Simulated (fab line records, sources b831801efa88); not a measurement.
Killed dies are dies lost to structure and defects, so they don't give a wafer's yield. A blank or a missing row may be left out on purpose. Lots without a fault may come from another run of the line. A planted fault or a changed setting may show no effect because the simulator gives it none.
Chamber matching | flow gf180mcu | GF_V3_CVD_02 on pecvd-03: 3 sister chambers
The step deposits SiO2 from TEOS, target thk 850 nm, time 94.851 s. 3 wafers are shown with their chamber, then 7 later ones without.

WAFERS WITH THEIR CHAMBER
wafer  | chamber | heater_power_w (W)
L085.3 | 1       | 766
L085.4 | 0       | 546
L090.4 | 2       | 682

WAFERS WITHOUT THEIR CHAMBER
wafer  | heater_power_w (W)
L090.6 | 645
L091.2 | 524
L091.3 | 561
L091.5 | 628
L096.1 | 663
L096.2 | 498
L096.3 | 792

WHICH CHAMBER EACH WENT THROUGH
wafer  | from the rows above     | in truth
L090.6 | can't be placed: 2 or 0 | 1
L091.2 | 0                       | 0
L091.3 | 0                       | 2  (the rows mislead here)
L091.5 | can't be placed: 2 or 0 | 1
L096.1 | 2                       | 2
L096.2 | 0                       | 0
L096.3 | 1                       | 1
Placed correctly: 4 of 7. Can't be placed from these rows: 2 (the true chamber is among the candidates in 0). Placed wrongly: 1.
How it was worked out, from the rows above alone: a wafer's distance from a chamber is the root of the sum, over the readings, of the square of ((its reading less the chamber's mean) divided by the reading's scatter). The wafer belongs to the nearest chamber; if the next one is less than 2 further off, it can't be placed. A chamber's mean is the mean of its shown wafers. The scatter: with one shown wafer a chamber, the root of the mean of the squares of how far each hidden wafer lies from its nearest shown one.
